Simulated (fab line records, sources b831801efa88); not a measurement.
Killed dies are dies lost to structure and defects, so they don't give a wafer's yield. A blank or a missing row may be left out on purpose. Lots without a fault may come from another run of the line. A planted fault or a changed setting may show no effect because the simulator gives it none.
Which tool did it? | flow sky130 | 11 lots, 33 wafers sampled, at 6 steps of a route of 708

WHAT THE GAUGES READ, wafer by wafer
SKY_NWELL_THK_MEAS_02.
lot  | measured    | on            | NWELL_OXIDATION_THK (nm)
L509 | day 3 13:54 | film_metro-04 | 9.64 9.56 9.51
L510 | day 3 13:59 | film_metro-04 | 9.87 10.00 9.80
L512 | day 4 02:17 | film_metro-01 | 9.65 9.91 9.72
L514 | day 4 12:20 | film_metro-04 | 9.77 9.83 9.72
L513 | day 4 12:21 | film_metro-01 | 10.24 10.07 10.15
L520 | day 5 19:20 | film_metro-04 | 10.15 10.10 10.03
L521 | day 5 22:11 | film_metro-03 | 9.82 10.07 9.93
L522 | day 5 22:11 | film_metro-04 | 9.99 10.06 9.89
L524 | day 6 05:31 | film_metro-04 | 9.87 9.80 9.83
L527 | day 6 23:40 | film_metro-01 | 10.01 10.21 10.10
L528 | day 7 05:04 | film_metro-03 | 9.93 9.84 9.75

SKY_RES_XHIGH_TW_MEAS_09.
lot  | measured     | on            | RES_XHIGH_TW
L509 | day 28 02:03 | film_metro-02 | 1616 1606 1611
L510 | day 28 08:49 | film_metro-01 | 1620 1617 1630
L512 | day 29 00:19 | film_metro-02 | 1616 1616 1601
L514 | day 29 21:34 | film_metro-01 | 1615 1611 1616
L513 | day 29 20:05 | film_metro-02 | 1604 1599 1610
L520 | day 31 21:07 | film_metro-01 | 1611 1622 1613
L521 | day 32 02:22 | film_metro-02 | 1598 1605 1601
L522 | day 32 03:52 | film_metro-01 | 1616 1613 1602
L524 | day 32 09:31 | film_metro-01 | 1605 1619 1613
L527 | day 33 15:16 | film_metro-02 | 1613 1617 1614
L528 | day 33 21:10 | film_metro-01 | 1605 1611 1613

SKY_SD_N_RS_MEAS_16: measures by four-point-probe.
lot  | measured     | on            | SD_N_RS (ohm/sq)
L509 | day 29 07:19 | film_metro-04 | 68.68 68.70 68.79
L510 | day 29 14:05 | film_metro-01 | 68.53 68.49 68.55
L512 | day 30 04:33 | film_metro-02 | 68.65 68.65 68.88
L514 | day 31 01:55 | film_metro-04 | 68.46 68.49 68.55
L513 | day 31 00:09 | film_metro-04 | 68.66 68.55 68.63
L520 | day 33 01:51 | film_metro-02 | 73.51 73.48 73.62
L521 | day 33 06:29 | film_metro-02 | 68.59 68.67 68.77
L522 | day 33 08:07 | film_metro-02 | 73.43 73.47 73.46
L524 | day 33 13:06 | film_metro-02 | 73.54 73.46 73.50
L527 | day 34 19:17 | film_metro-01 | 68.52 68.53 68.43
L528 | day 34 23:39 | film_metro-01 | 68.63 68.65 68.71

SKY_SD_N_RS_MEAS_17: measures by four-point-probe.
lot  | measured     | on            | SD_P_RS (ohm/sq)
L509 | day 29 07:26 | film_metro-04 | 147.4 147.6 147.3
L510 | day 29 14:12 | film_metro-01 | 147.0 147.2 147.5
L512 | day 30 04:40 | film_metro-02 | 147.4 147.4 147.6
L514 | day 31 02:02 | film_metro-04 | 146.5 146.9 146.9
L513 | day 31 00:16 | film_metro-04 | 147.4 147.3 147.2
L520 | day 33 01:58 | film_metro-02 | 176.1 176.2 176.5
L521 | day 33 06:36 | film_metro-02 | 147.4 147.4 146.9
L522 | day 33 08:14 | film_metro-02 | 176.4 176.0 176.6
L524 | day 33 13:13 | film_metro-02 | 176.9 176.7 176.7
L527 | day 34 19:24 | film_metro-01 | 147.1 147.3 146.4
L528 | day 34 23:46 | film_metro-01 | 147.2 147.2 147.4

WHICH TOOL RAN EACH LOT (tool, then ch and the chambers of the sampled wafers, then the start)
lot  | SKY_VT_ADJUST_PCH_STRIP_09           | SKY_SD_N_RTA_14
L509 | plasma_asher-04 ch 0, day 11 17:12   | rtp_anneal-01 ch 0, day 29 07:09
L510 | plasma_asher-04 ch 0,1, day 11 17:54 | rtp_anneal-02 ch 0, day 29 13:53
L512 | plasma_asher-04 ch 0,1, day 12 08:27 | rtp_anneal-02 ch 0, day 30 04:22
L514 | plasma_asher-04 ch 0,1, day 13 02:36 | rtp_anneal-02 ch 0, day 31 01:44
L513 | plasma_asher-02 ch 0,1, day 13 01:59 | rtp_anneal-01 ch 0, day 30 23:57
L520 | plasma_asher-04 ch 0,1, day 15 03:57 | rtp_anneal-02 ch 0, day 33 01:40
L521 | plasma_asher-02 ch 0,1, day 15 10:43 | rtp_anneal-01 ch 0, day 33 06:17
L522 | plasma_asher-02 ch 0,1, day 15 11:33 | rtp_anneal-02 ch 0, day 33 07:56
L524 | plasma_asher-01 ch 0,1, day 15 22:53 | rtp_anneal-02 ch 0, day 33 12:56
L527 | plasma_asher-04 ch 0,1, day 17 02:15 | rtp_anneal-01 ch 0, day 34 19:05
L528 | plasma_asher-04 ch 0,1, day 17 04:04 | rtp_anneal-01 ch 0, day 34 23:29
- SKY_VT_ADJUST_PCH_STRIP_09: strips in O2/N2.
- SKY_SD_N_RTA_14: time 2 s.

WHAT THE TOOLS THEMSELVES READ (means of the sampled wafers that have a number; where no wafer has one, the mark that the record gives instead)
SKY_VT_ADJUST_PCH_STRIP_09.
lot  | tool            | drypump_motor_current_A (A) | oes_product_au (a.u.) | strip_time_to_endpoint_s (s)
L509 | plasma_asher-04 | 5.4                         | 0.722                 | 37.04
L510 | plasma_asher-04 | 5.7                         | 0.726                 | 37.06
L512 | plasma_asher-04 | 5.5                         | 0.722                 | 37.07
L514 | plasma_asher-04 | 5.5                         | 0.718                 | 37.09
L513 | plasma_asher-02 | 5.7                         | 0.717                 | 36.93
L520 | plasma_asher-04 | 5.7                         | 0.723                 | 36.94
L521 | plasma_asher-02 | 5.7                         | 0.727                 | 36.96
L522 | plasma_asher-02 | 6.1                         | 0.719                 | 37.11
L524 | plasma_asher-01 | 5.4                         | 0.725                 | 37.08
L527 | plasma_asher-04 | 5.7                         | 0.726                 | 36.81
L528 | plasma_asher-04 | 5.7                         | 0.723                 | 37.02

SKY_SD_N_RTA_14.
lot  | tool          | anneal_temp_c_max | chamber_o2_ppm | lamp_power_pct (%) | ramp_up_c_per_s | wafer_temp_C_max
L509 | rtp_anneal-01 | 1085.6            | 2.022          | 15.68              | 150.00          | 1077.9
L510 | rtp_anneal-02 | 1080.6            | 2.016          | 15.73              | 150.01          | 1077.1
L512 | rtp_anneal-02 | 1082.3            | 1.988          | 15.72              | 150.01          | 1078.0
L514 | rtp_anneal-02 | 1081.5            | 2.013          | 15.71              | 150.00          | 1078.4
L513 | rtp_anneal-01 | 1084.2            | 2.029          | 15.73              | 149.99          | 1078.0
L520 | rtp_anneal-02 | 1081.6            | 1.980          | 14.65              | 150.02          | 1078.9
L521 | rtp_anneal-01 | 1082.3            | 1.975          | 15.72              | 149.98          | 1077.1
L522 | rtp_anneal-02 | 1081.0            | 2.014          | 14.68              | 150.00          | 1077.4
L524 | rtp_anneal-02 | 1082.2            | 2.000          | 14.64              | 149.97          | 1078.1
L527 | rtp_anneal-01 | 1083.1            | 2.007          | 15.72              | 149.99          | 1077.3
L528 | rtp_anneal-01 | 1083.1            | 2.004          | 15.72              | 150.01          | 1078.6

THE ANSWER, worked out from the rows above alone
Rule: what is usual is taken from the lots themselves. Put in order of their means at a reading, lots are off if they are a third of the lots or fewer, leave a main group of 4 or more, and stand apart from it by a gap of 3 or more times the standard deviation of the main group's means; of several such gaps the widest counts. A main group whose means are all the same, to the digits that the tables above print for the reading, isn't used. A lot without any number at a reading at which 4 lots or more have one is off too. The other lots that the step has rows for count as sound. The gauges are gone through in route order, then the tools' own readings, and for those a lot's mean is taken as printed above. The first step at which some lot is off is used, and at that step the reading that is off furthest; a lot without a number counts as furthest.
Off: L520, L522, L524, at SKY_SD_N_RS_MEAS_16 (SD_N_RS). The main group: mean 68.61 ohm/sq, standard deviation 0.091.
A tool fits if, at a process step before that reading, it ran every lot that is off, and no sound lot after the first of them. The gauges at SKY_SD_N_RS_MEAS_16 aren't tried: what is off there is off at SKY_SD_N_RTA_14 too, on other tools, and a gauge's error can't cause that. One fits: rtp_anneal-02 at SKY_SD_N_RTA_14. Its last sound lot is L514 (day 31 01:44), its first lot that is off L520 (day 33 01:40): a fault that began between those two fits.
The tool's own readings at SKY_SD_N_RTA_14 bear it out: on the lots that are off they differ by more than 5 times the standard deviation of the sound lots' means. lamp_power_pct reads 14.66 % there against 15.72 % on the sound lots.

WHAT THE SIMULATOR HAD PUT IN
Process parameter drift: rtp_anneal-02, from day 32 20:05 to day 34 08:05, at SKY_SD_N_RTA_14. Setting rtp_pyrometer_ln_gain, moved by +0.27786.
Lots struck among those shown: L520, L522, L524. The rule above found the same.
